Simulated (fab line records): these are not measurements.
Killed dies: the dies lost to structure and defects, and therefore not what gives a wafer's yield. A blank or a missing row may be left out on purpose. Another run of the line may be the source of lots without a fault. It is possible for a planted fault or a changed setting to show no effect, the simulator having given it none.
A struck lot beside a sound one / flow gf180mcu / 14 steps out of a route of 602
Sound: wafers L388.1, L388.3, L388.6. The struck wafers were L391.1, L391.4, L391.5. The cause comes at the end.
At each step with rows: each side's tool, then ch and its chambers, then its first start. Under that, the readings that differ: sound wafers / struck wafers / difference of the means / sigmas: that difference in standard deviations of wafers without a fault.
alike: readings with means less than 2 such deviations apart, plus words and numbers identical on both sides. not compared: withheld readings, readings lacking a value on some wafer, bounds such as >300 that could conceal the same value, and numbers that have no deviation in the record and whose values overlap.
The two part at a step that has a row with sigmas, a row that says differs or no value, or rows on one side only. Non-overlapping numbers with no deviation appear without sigmas and do not part them. A reading missing from all wafers of one side parts the sides only when that side holds two or more wafers.

GF_DUAL_GATE_OVL_MEAS_11:
  sound on overlay-01, day 8 17:04; struck on overlay-02, day 9 13:05
  alike: DUAL_GATE_OVL
then, 1 step without rows for these wafers: GF_DUAL_GATE_WET_ETCH_12 (etches SiO2 in dHF, target depth 13 nm, time 260 s).
GF_DUAL_GATE_STRIP_13: strips in O2/N2.
  sound on plasma asher-01 ch 0,1, day 8 17:11; struck on plasma asher-04 ch 0, day 9 13:13
  alike: drypump motor current A, heater power w, oes product au, strip time to endpoint s
  not compared: rf hours counter h
then, 3 steps without rows for these wafers: GF_DUAL_GATE_CLEAN_14 (cleans in SC1/SC2, time 150 s); GF_DUAL_GATE_OXIDATION_15 (stabilise 600 s, purge 300 s, target thk 7.098 nm); GF_POLY_GATE_CVD_00 (deposits poly-Si, target thk 200 nm, time 1200 s).
GF_POLY_GATE_THK_MEAS_01:
  sound on film metro-01, day 8 23:28; struck on film metro-02, day 9 16:52
  alike: POLY_GATE_CVD_00_THK
then, 5 steps without rows for these wafers: GF_POLY_GATE_DEHYDRATE_02 (time 60 s); GF_POLY_GATE_HMDS_03 (prime time 60 s); GF_POLY_GATE_COAT_04; GF_POLY_GATE_COAT_05 (resist thk 700 nm); GF_POLY_GATE_SOFTBAKE_06 (time 60 s).
GF_POLY_GATE_EXPOSE_07: exposes mask Poly2, target cd 280 nm.
  sound on krf scanner-01 ch 0, day 9 07:56; struck on krf scanner-02, day 10 01:28
  no value came back on the struck wafers for exposure dose mJ cm2, focus offset nm (nm); on the sound wafers exposure dose mJ cm2 reads 28.009 27.986 28.004
  alike: mask
then, 1 step without rows for these wafers: GF_POLY_GATE_PEB_08 (peb time 90 s).

## WHERE THEY PART
GF_POLY_GATE_EXPOSE_07 only, going by this record.

WHY: whatever the simulator had introduced
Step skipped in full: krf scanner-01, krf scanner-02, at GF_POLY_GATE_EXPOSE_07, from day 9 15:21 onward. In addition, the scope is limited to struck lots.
